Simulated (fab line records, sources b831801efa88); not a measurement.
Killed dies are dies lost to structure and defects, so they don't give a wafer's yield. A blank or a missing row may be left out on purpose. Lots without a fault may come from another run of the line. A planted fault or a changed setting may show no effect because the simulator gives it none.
A struck lot beside a sound one | flow sky130 | 43 steps out of a route of 708
Sound: wafers L735.1, L735.5, L735.6. Struck: wafer L739.5. (L739.4 of the same lot was not struck and is left out.) The cause comes at the end.
At each step with rows: each side's tool, then ch and its chambers, then its first start. Under that, the readings that differ: sound wafers | struck wafers | difference of the means | sigmas: that difference in standard deviations of wafers without a fault.
alike: readings whose means differ by less than 2 such deviations, and words and numbers that are the same on both sides. not compared: withheld readings, readings that some wafer has no value for, bounds like >300 that may hide the same value, and numbers for which the record gives no deviation and whose values overlap.
The two part at a step that has a row with sigmas, a row that says differs or no value, or rows on one side only. Numbers that don't overlap but have no deviation are shown without sigmas and don't part them. A reading that every wafer of one side lacks parts them only if that side has two wafers or more.

first, 5 steps without rows for these wafers: SKY_FIELD_ISO_WET_ETCH_28 (etches SiO2 in dHF, target depth 23.7 nm, time 47 s); SKY_FIELD_ISO_WET_ETCH_29 (etches Si3N4 in H3PO4, target depth 160 nm, time 1825 s); SKY_FIELD_ISO_WET_ETCH_30 (etches SiO2 in dHF, target depth 25 nm, time 50 s); SKY_NWELL_CLEAN_00 (cleans in SC1/SC2, time 150 s); SKY_NWELL_OXIDATION_01 (stabilise 600 s, purge 300 s, target thk 10 nm).
SKY_NWELL_THK_MEAS_02:
  sound on film_metro-03, day 5 20:31; struck on film_metro-02, day 6 15:12
  alike: NWELL_OXIDATION_THK
then, 6 steps without rows for these wafers: SKY_DNWELL_DEHYDRATE_00 (time 60 s); SKY_DNWELL_HMDS_01 (prime time 60 s); SKY_DNWELL_COAT_02 (resist thk 3000 nm); SKY_DNWELL_SOFTBAKE_03; SKY_DNWELL_EXPOSE_04 (exposes mask DNM, target cd 3000 nm); SKY_DNWELL_PEB_05.
SKY_DNWELL_DEVELOP_06: develop time 60 s.
  sound on litho_track-02 ch 0, day 6 15:00; struck on litho_track-02 ch 0, day 7 09:00
  alike: chill_plate_temp_C, resist_line_temp_C
then, 1 step without rows for these wafers: SKY_DNWELL_IMPLANT_07.
SKY_DNWELL_STRIP_08: strips in O2/N2.
  sound on plasma_asher-04 ch 0,1, day 6 15:49; struck on plasma_asher-02 ch 1, day 7 10:09
  alike: drypump_motor_current_A, oes_product_au, strip_time_to_endpoint_s
  not compared: rf_hours_counter_h
SKY_DNWELL_TW_MEAS_09:
  sound on film_metro-02, day 6 15:55; struck on film_metro-02, day 7 10:15
  alike: DNWELL_TW
then, 7 steps without rows for these wafers: SKY_PWDE_DEHYDRATE_00 (time 60 s); SKY_PWDE_HMDS_01 (prime time 60 s); SKY_PWDE_COAT_02 (resist thk 3000 nm); SKY_PWDE_SOFTBAKE_03; SKY_PWDE_EXPOSE_04 (exposes mask PWDEM, target cd 840 nm); SKY_PWDE_PEB_05; SKY_PWDE_DEVELOP_06 (develop time 60 s).
SKY_PWDE_OVL_MEAS_07:
  sound on overlay-02, day 7 11:07; struck on overlay-01, day 8 05:17
  alike: PWDE_OVL
then, 1 step without rows for these wafers: SKY_PWDE_IMPLANT_08.
SKY_PWDE_STRIP_09: strips in O2/N2.
  sound on plasma_asher-02 ch 0,1, day 7 11:19; struck on plasma_asher-01 ch 0, day 8 05:29
  reading                     | sound       | struck | difference | sigmas
  drypump_motor_current_A (A) | 5.3 5.7 5.3 | 6.5    | +1.1       | +2
  alike: oes_product_au, strip_time_to_endpoint_s
  not compared: rf_hours_counter_h
SKY_PWDE_TW_MEAS_10:
  sound on film_metro-02, day 7 11:25; struck on film_metro-03, day 8 05:34
  alike: PWDE_TW
then, 7 steps without rows for these wafers: SKY_NWELL_DEHYDRATE_03 (time 60 s); SKY_NWELL_HMDS_04 (prime time 60 s); SKY_NWELL_COAT_05 (resist thk 3000 nm); SKY_NWELL_SOFTBAKE_06; SKY_NWELL_EXPOSE_07 (exposes mask NWM, target cd 840 nm); SKY_NWELL_PEB_08; SKY_NWELL_DEVELOP_09 (develop time 60 s).
SKY_NWELL_OVL_MEAS_10:
  sound on overlay-01, day 8 07:13; struck on overlay-02, day 9 02:56
  alike: NWELL_00_OVL
then, 3 steps without rows for these wafers: SKY_NWELL_IMPLANT_11; SKY_NWELL_IMPLANT_12; SKY_NWELL_IMPLANT_13.
SKY_NWELL_STRIP_14: strips in O2/N2.
  sound on plasma_asher-04 ch 0,1, day 8 07:41; struck on plasma_asher-01 ch 1, day 9 03:26
  reading                     | sound       | struck | difference | sigmas
  drypump_motor_current_A (A) | 5.2 5.5 5.2 | 6.6    | +1.3       | +2
  alike: oes_product_au, strip_time_to_endpoint_s
  not compared: rf_hours_counter_h
SKY_NWELL_TW_MEAS_15:
  sound on film_metro-02, day 8 07:47; struck on film_metro-02, day 9 03:31
  alike: NWELL_TW
then, 2 steps without rows for these wafers: SKY_NWELL_DEHYDRATE_16 (time 60 s); SKY_NWELL_HMDS_17 (prime time 60 s).
-- the record jumps here: 42 days lie between the struck wafers' starts before and after (it left off in module NWELL and takes up again in module PAD_OPEN, whose first step shown is number 708 of the route) --
SKY_PAD_OPEN_PROBE_99:
  sound on prober-01, day 49 12:38; struck on prober-01, day 50 17:40
  reading                                  | sound           | struck | difference | sigmas
  model.etest.res_deep_nwell.width_nm (nm) | 3008 2991 2998  | 2853   | -146       |
  model.etest.res_deep_nwell.line_ohm_um   | 740.9 740 727.1 | 781.2  | +45.2      |
  alike: killed_at_M0_to_M3, killed_at_M4_up, killed_at_contacts, killed_at_front_end, killed_at_other, killed_dies, killed_open, killed_short

WHERE THEY PART
First at SKY_PWDE_STRIP_09; last, within this record, at SKY_NWELL_STRIP_14. Later steps at which nothing parts them and some readings are alike: SKY_NWELL_TW_MEAS_15, SKY_PAD_OPEN_PROBE_99.

WHY: what the simulator had put in
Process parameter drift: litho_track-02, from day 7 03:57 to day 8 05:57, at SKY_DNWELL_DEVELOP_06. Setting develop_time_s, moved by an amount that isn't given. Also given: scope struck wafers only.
